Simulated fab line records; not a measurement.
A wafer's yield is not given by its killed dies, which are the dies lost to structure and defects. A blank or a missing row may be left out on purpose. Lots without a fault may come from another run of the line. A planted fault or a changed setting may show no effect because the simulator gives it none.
Which of the tools did it? | flow sky130 | 12 lots with 36 wafers sampled at 5 steps, on a route of 708 steps

## WHAT EACH GAUGE READ, for each wafer
No reading from a measuring or inspecting step in the record can be judged against a usual standard deviation.

## WHICH TOOL RAN EACH LOT (tool, then ch and the chambers of the sampled wafers, then the start)
lot  | SKY_VIA1_ETCH_14                  | SKY_VIA1_ETCH_15                  | SKY_METAL2_SPUTTER_00       | SKY_METAL2_DEVELOP_14            | SKY_PAD_OPEN_PROBE_99
L497 | rieDiel-02 ch 2,3, day 35 15:22   | rieDiel-02 ch 2,3, day 35 15:24   | pvdSputter-01, day 35 16:40 | lithoTrack-01 ch 0, day 36 18:00 | prober-01, day 47 02:02
L500 | rieDiel-01 ch 1,2,3, day 35 16:05 | rieDiel-01 ch 1,2,3, day 35 16:08 | pvdSputter-04, day 35 17:28 | lithoTrack-04 ch 0, day 36 20:00 | prober-02, day 47 01:46
L498 | rieDiel-02 ch 1,2, day 35 22:20   | rieDiel-02 ch 1,2, day 35 22:22   | pvdSputter-01, day 35 23:50 | lithoTrack-02 ch 0, day 37 01:00 | prober-01, day 47 07:23
L502 | rieDiel-02 ch 0,1,3, day 36 08:46 | rieDiel-02 ch 0,1,3, day 36 08:48 | pvdSputter-01, day 36 10:09 | lithoTrack-04 ch 0, day 37 11:00 | prober-02, day 47 13:15
L501 | rieDiel-01 ch 0,1,3, day 36 10:27 | rieDiel-01 ch 0,1,3, day 36 10:29 | pvdSputter-01, day 36 11:48 | lithoTrack-02 ch 0, day 37 14:00 | prober-01, day 47 17:37
L504 | rieDiel-03 ch 0,3, day 36 23:19   | rieDiel-03 ch 0,3, day 36 23:21   | pvdSputter-03, day 37 00:38 | lithoTrack-04 ch 0, day 38 02:00 | prober-01, day 48 03:22
L505 | rieDiel-01 ch 1,3, day 37 08:39   | rieDiel-01 ch 1,3, day 37 08:42   | pvdSputter-01, day 37 10:04 | lithoTrack-02 ch 0, day 38 11:00 | prober-02, day 48 11:57
L508 | rieDiel-03 ch 0,1,2, day 38 05:04 | rieDiel-03 ch 0,1,2, day 38 05:07 | pvdSputter-03, day 38 06:25 | lithoTrack-01 ch 0, day 39 07:00 | prober-01, day 49 02:55
L514 | rieDiel-02 ch 1,3, day 39 19:04   | rieDiel-02 ch 1,3, day 39 19:06   | pvdSputter-04, day 39 20:28 | lithoTrack-04 ch 0, day 40 20:00 | prober-01, day 50 03:55
L516 | rieDiel-01 ch 1,2,3, day 40 15:03 | rieDiel-01 ch 1,2,3, day 40 15:05 | pvdSputter-04, day 40 16:22 | lithoTrack-04 ch 0, day 41 15:00 | prober-01, day 50 18:06
L517 | rieDiel-03 ch 0,1,3, day 40 20:13 | rieDiel-03 ch 0,1,3, day 40 20:15 | pvdSputter-01, day 40 21:31 | lithoTrack-04 ch 0, day 41 21:00 | prober-02, day 50 21:34
L519 | rieDiel-02 ch 0,2,3, day 41 05:40 | rieDiel-02 ch 0,2,3, day 41 05:42 | pvdSputter-01, day 41 07:01 | lithoTrack-01 ch 0, day 42 06:00 | prober-02, day 51 05:01
- SKY_VIA1_ETCH_14: etches BARC in N2/H2, stops on SiO2, time 45.9 s, target depth 60 nm.
- SKY_VIA1_ETCH_15: etches SiO2 in C4F8/O2/Ar, stops on TiN, target depth 351 nm, time 54 s.
- SKY_METAL2_SPUTTER_00: material Ti, target thk 15 nm, time 10 s.
- SKY_METAL2_DEVELOP_14: develop time 60 s.
- SKY_PAD_OPEN_PROBE_99

## AS READ BY THE TOOLS THEMSELVES (means over the sampled wafers that have a number; for cases with no such wafer, the mark the record gives instead)
SKY_VIA1_ETCH_14.
lot  | tool       | biasW (W) | drypumpMotorCurrentA (A) | n2FlowSccm (sccm) | oesProductAu (a.u.) | throttleValvePct (%)
L497 | rieDiel-02 | 99.89     | 5.4                      | 99.8              | 0.850               | 13.231
L500 | rieDiel-01 | 100.17    | 5.6                      | 100.1             | 0.858               | 13.225
L498 | rieDiel-02 | 99.71     | 6.1                      | 100.3             | 0.851               | 13.225
L502 | rieDiel-02 | 100.35    | 6.0                      | 100.2             | 0.858               | 13.225
L501 | rieDiel-01 | 100.05    | 5.8                      | 99.9              | 0.853               | 13.227
L504 | rieDiel-03 | 99.96     | 6.3                      | 99.9              | 0.854               | 13.226
L505 | rieDiel-01 | 99.90     | 5.8                      | 100.0             | 0.855               | 13.232
L508 | rieDiel-03 | 99.97     | 6.2                      | 99.8              | 0.856               | 13.229
L514 | rieDiel-02 | 99.91     | 6.2                      | 100.4             | 0.854               | 13.223
L516 | rieDiel-01 | 100.12    | 5.6                      | 99.8              | 0.860               | 13.222
L517 | rieDiel-03 | 100.11    | 6.1                      | 99.8              | 0.858               | 13.222
L519 | rieDiel-02 | 100.31    | 5.6                      | 100.1             | 0.856               | 13.223

SKY_VIA1_ETCH_15.
lot  | tool       | biasW (W) | oesProductAu (a.u.)
L497 | rieDiel-02 | 1202      | 0.984
L500 | rieDiel-01 | 1201      | 0.981
L498 | rieDiel-02 | 1196      | 0.981
L502 | rieDiel-02 | 1200      | 0.982
L501 | rieDiel-01 | 1201      | 0.980
L504 | rieDiel-03 | 1197      | 0.976
L505 | rieDiel-01 | 1200      | 0.981
L508 | rieDiel-03 | 1203      | 0.984
L514 | rieDiel-02 | 1198      | 0.982
L516 | rieDiel-01 | 1201      | 0.985
L517 | rieDiel-03 | 1202      | 0.984
L519 | rieDiel-02 | 1196      | 0.975

SKY_METAL2_SPUTTER_00.
lot  | tool          | cathodeDcPowerW (W) | throttleValvePct (%)
L497 | pvdSputter-01 | 3000.5              | 30.9
L500 | pvdSputter-04 | 2999.8              | 30.4
L498 | pvdSputter-01 | 3000.1              | 30.5
L502 | pvdSputter-01 | 3000.1              | 31.1
L501 | pvdSputter-01 | 3000.3              | 31.2
L504 | pvdSputter-03 | 3000.3              | 29.8
L505 | pvdSputter-01 | 3000.1              | 29.9
L508 | pvdSputter-03 | 3000.0              | 30.2
L514 | pvdSputter-04 | 3000.4              | 29.2
L516 | pvdSputter-04 | 2999.9              | 30.4
L517 | pvdSputter-01 | 3000.5              | 31.0
L519 | pvdSputter-01 | 3000.0              | 30.1

SKY_METAL2_DEVELOP_14.
lot  | tool          | developerTempC (C)
L497 | lithoTrack-01 | 21.03
L500 | lithoTrack-04 | 21.00
L498 | lithoTrack-02 | 21.05
L502 | lithoTrack-04 | 21.83
L501 | lithoTrack-02 | 21.00
L504 | lithoTrack-04 | 21.92
L505 | lithoTrack-02 | 20.85
L508 | lithoTrack-01 | 20.97
L514 | lithoTrack-04 | 21.01
L516 | lithoTrack-04 | 21.04
L517 | lithoTrack-04 | 21.15
L519 | lithoTrack-01 | 20.91

SKY_PAD_OPEN_PROBE_99.
lot  | tool      | defectLimitedYield (%) | killed_at_M0_to_M3 | killed_at_M4_up | killedAtContacts | killedAtFrontEnd | killedAtOther | killedDies | killedOpen | killedShort | sort_bin_3_pad_short (%) | sort_bin_5_function (%) | sort_bin_6_memory (%) | sortNPass | sortYieldPct (%)
L497 | prober-01 | 80.8                   | 45                 | 4.3             | 24               | 20               | 1.3           | 94         | 47         | 46          | 1.2                      | 10.9                    | 7.0                   | 398       | 80.8
L500 | prober-02 | 82.5                   | 44                 | 2.0             | 25               | 15               | 0.0           | 86         | 53         | 33          | 0.4                      | 11.3                    | 5.8                   | 406       | 82.5
L498 | prober-01 | 84.4                   | 47                 | 2.7             | 17               | 10               | 0.0           | 77         | 41         | 35          | 0.5                      | 9.0                     | 6.0                   | 415       | 84.4
L502 | prober-02 | 83.9                   | 38                 | 5.0             | 21               | 15               | 0.0           | 79         | 45         | 34          | 0.7                      | 9.3                     | 6.1                   | 413       | 83.9
L501 | prober-01 | 81.6                   | 43                 | 4.7             | 23               | 19               | 0.7           | 91         | 50         | 41          | 1.1                      | 10.7                    | 6.6                   | 401       | 81.6
L504 | prober-01 | 83.8                   | 40                 | 4.0             | 26               | 10               | 0.0           | 80         | 36         | 44          | 1.0                      | 9.1                     | 6.1                   | 412       | 83.8
L505 | prober-02 | 80.7                   | 51                 | 3.3             | 27               | 13               | 0.0           | 95         | 53         | 41          | 0.5                      | 12.3                    | 6.4                   | 397       | 80.7
L508 | prober-01 | 82.3                   | 45                 | 2.3             | 23               | 17               | 0.0           | 87         | 45         | 42          | 0.8                      | 10.6                    | 6.4                   | 405       | 82.3
L514 | prober-01 | 82.3                   | 46                 | 2.3             | 24               | 14               | 0.3           | 87         | 49         | 38          | 0.9                      | 10.5                    | 6.4                   | 405       | 82.3
L516 | prober-01 | 82.8                   | 45                 | 4.0             | 19               | 15               | 0.7           | 84         | 45         | 39          | 0.7                      | 10.2                    | 6.2                   | 408       | 82.8
L517 | prober-02 | 82.9                   | 41                 | 4.0             | 23               | 16               | 0.0           | 84         | 44         | 40          | 0.9                      | 9.9                     | 6.2                   | 408       | 82.9
L519 | prober-02 | 81.5                   | 44                 | 3.0             | 28               | 16               | 0.3           | 91         | 53         | 38          | 1.2                      | 11.4                    | 5.9                   | 401       | 81.5

## THE ANSWER, worked out from the rows above alone
Rule: the usual values come from the lots themselves. The widest of any qualifying gaps counts: lots, ordered by their means at a reading, are off when they make up no more than a third of the lots, leave a main group of 4 or more, and stand apart from it by 3 or more times the standard deviation of that group's means. A main group whose means are all the same, to the digits that the tables above print for the reading, isn't used. Also off: a lot with no number at a reading for which 4 or more lots have one. All remaining lots with rows at the step are treated as sound. After the gauges, taken in route order, come the tools' own readings; for these a lot's mean is taken, as printed above. At the first step where some lot is off, the reading lying furthest off is the one used; lots without a number count as furthest.
Off: L502, L504 (SKY_METAL2_DEVELOP_14, developerTempC). For the main group the mean is 21.00 C and the standard deviation 0.077.
A tool fits if, at that step or a process step before it, it ran every lot that is off, and no sound lot after the first of them. No candidate that was tried fits.

## WHAT THE SIMULATOR HAD INSERTED
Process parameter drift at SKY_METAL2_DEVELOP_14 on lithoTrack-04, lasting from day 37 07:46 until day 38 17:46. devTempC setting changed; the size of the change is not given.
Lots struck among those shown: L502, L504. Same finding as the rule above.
